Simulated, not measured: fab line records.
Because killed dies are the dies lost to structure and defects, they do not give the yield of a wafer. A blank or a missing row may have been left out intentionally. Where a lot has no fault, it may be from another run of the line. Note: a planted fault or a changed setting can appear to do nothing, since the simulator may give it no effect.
The tool behind it: which one? :: flow sky130 :: Sampling: 6 lots, 18 wafers, 2 of 708 route steps

== WHAT THE GAUGES SHOWED, per wafer ==
SKY_LDD_N_TW_MEAS_17.
lot: L337
measured: day 19 05:41
on: film-metro-04
LDD_N_TW: 2535 2522 2543

lot: L342
measured: day 20 06:10
on: film-metro-04
LDD_N_TW: 2516 2521 2509

lot: L344
measured: day 21 04:32
on: film-metro-02
LDD_N_TW: 2544 2552 2542

lot: L346
measured: day 21 13:05
on: film-metro-04
LDD_N_TW: 2521 2541 2530

lot: L349
measured: day 23 08:25
on: film-metro-04
LDD_N_TW: 2522 2531 2532

lot: L355
measured: day 24 17:14
on: film-metro-02
LDD_N_TW: 2571 2558 2560

== EACH LOT AND THE TOOL THAT RAN IT (in order: tool; ch and the chambers of the sampled wafers; start) ==
lot: L337
SKY_NWELL_OXIDATION_01: furnace-01 ch 0, day 3 06:51

lot: L342
SKY_NWELL_OXIDATION_01: furnace-01 ch 0, day 3 20:28

lot: L344
SKY_NWELL_OXIDATION_01: furnace-01 ch 0, day 4 09:05

lot: L346
SKY_NWELL_OXIDATION_01: furnace-02 ch 0, day 4 15:41

lot: L349
SKY_NWELL_OXIDATION_01: furnace-01 ch 0, day 5 07:21

lot: L355
SKY_NWELL_OXIDATION_01: furnace-01 ch 0, day 6 14:58
- SKY_NWELL_OXIDATION_01: stabilise 600 s, purge 300 s, target thk 10 nm.

== THE ANSWER, worked out from the rows above alone ==
Rule: usual is defined by the lots themselves. The widest of any qualifying gaps counts: lots, ordered by their means at a reading, are off when they make up no more than a third of the lots, leave a main group of 4 or more, and stand apart from it by 3 or more times the standard deviation of that group's means. Not used: any main group whose means are identical at the precision the tables above print for the reading. Also off: a lot with no number at a reading for which 4 or more lots have one. The other lots that the step has rows for count as sound.
No lot is off on any of the readings shown, so nothing can be concluded from this.

== WHAT THE SIMULATOR PUT IN ==
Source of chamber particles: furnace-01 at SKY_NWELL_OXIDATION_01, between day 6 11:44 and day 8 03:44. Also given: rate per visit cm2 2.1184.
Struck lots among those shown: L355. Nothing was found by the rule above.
